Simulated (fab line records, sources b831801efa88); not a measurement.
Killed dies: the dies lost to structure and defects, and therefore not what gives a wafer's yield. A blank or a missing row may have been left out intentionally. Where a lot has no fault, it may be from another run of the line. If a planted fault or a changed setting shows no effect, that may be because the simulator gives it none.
Chamber matching || flow sky130 || 4 sister chambers for SKY_POLY_GATE_ETCH_15 on rie_diel-01
The step etches BARC in N2/H2, stops on SiO2, time 118.5 s, target depth 110 nm. 7 wafers are shown with their chamber, then 6 later ones without.

WAFERS PAIRED WITH THEIR CHAMBERS
{"wafer": "L914.4", "chamber": 2, "drypump_motor_current_A (A)": 6.4, "chamber_pressure_mTorr (mTorr)": 30.024}
{"wafer": "L922.5", "chamber": 0, "drypump_motor_current_A (A)": 5.4, "chamber_pressure_mTorr (mTorr)": 29.989}
{"wafer": "L922.6", "chamber": 3, "drypump_motor_current_A (A)": 5.5, "chamber_pressure_mTorr (mTorr)": 30.025}
{"wafer": "L925.4", "chamber": 1, "drypump_motor_current_A (A)": 6.1, "chamber_pressure_mTorr (mTorr)": 29.974}
{"wafer": "L925.6", "chamber": 2, "drypump_motor_current_A (A)": 6.4, "chamber_pressure_mTorr (mTorr)": 30.019}
{"wafer": "L931.4", "chamber": 0, "drypump_motor_current_A (A)": 5.4, "chamber_pressure_mTorr (mTorr)": 29.979}
{"wafer": "L931.5", "chamber": 1, "drypump_motor_current_A (A)": 6.2, "chamber_pressure_mTorr (mTorr)": 29.997}

WAFERS WHOSE CHAMBER IS MISSING
{"wafer": "L935.4", "drypump_motor_current_A (A)": 5.5, "chamber_pressure_mTorr (mTorr)": 30.003}
{"wafer": "L935.5", "drypump_motor_current_A (A)": 5.5, "chamber_pressure_mTorr (mTorr)": 29.955}
{"wafer": "L935.6", "drypump_motor_current_A (A)": 5.5, "chamber_pressure_mTorr (mTorr)": 30.005}
{"wafer": "L936.1", "drypump_motor_current_A (A)": 6.4, "chamber_pressure_mTorr (mTorr)": 30.034}
{"wafer": "L936.3", "drypump_motor_current_A (A)": 5.5, "chamber_pressure_mTorr (mTorr)": 29.999}
{"wafer": "L936.5", "drypump_motor_current_A (A)": 5.4, "chamber_pressure_mTorr (mTorr)": 30.043}

EACH ONE'S CHAMBER
{"wafer": "L935.4", "from the rows above": "can't be placed: 3 or 0", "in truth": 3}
{"wafer": "L935.5", "from the rows above": 0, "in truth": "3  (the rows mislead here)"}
{"wafer": "L935.6", "from the rows above": "can't be placed: 3 or 0", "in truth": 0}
{"wafer": "L936.1", "from the rows above": 2, "in truth": 2}
{"wafer": "L936.3", "from the rows above": "can't be placed: 3 or 0", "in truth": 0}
{"wafer": "L936.5", "from the rows above": 3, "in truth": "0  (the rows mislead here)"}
Correctly placed: 1 of 6. From these rows, 3 cannot be placed; in 3 the true chamber is one of the candidates. Number placed wrongly: 2.
How it was worked out, from the rows above alone: a wafer's distance from a chamber is the root of the sum, over the readings, of the square of ((its reading less the chamber's mean) divided by the reading's scatter). The wafer belongs to the nearest chamber; if the next one is less than 2 further off, it can't be placed. For every chamber, the mean is computed from those of its wafers that are shown. The scatter: the root of (the sum of the squares of (reading less its chamber's mean) over the shown wafers, divided by (wafers less chambers)).
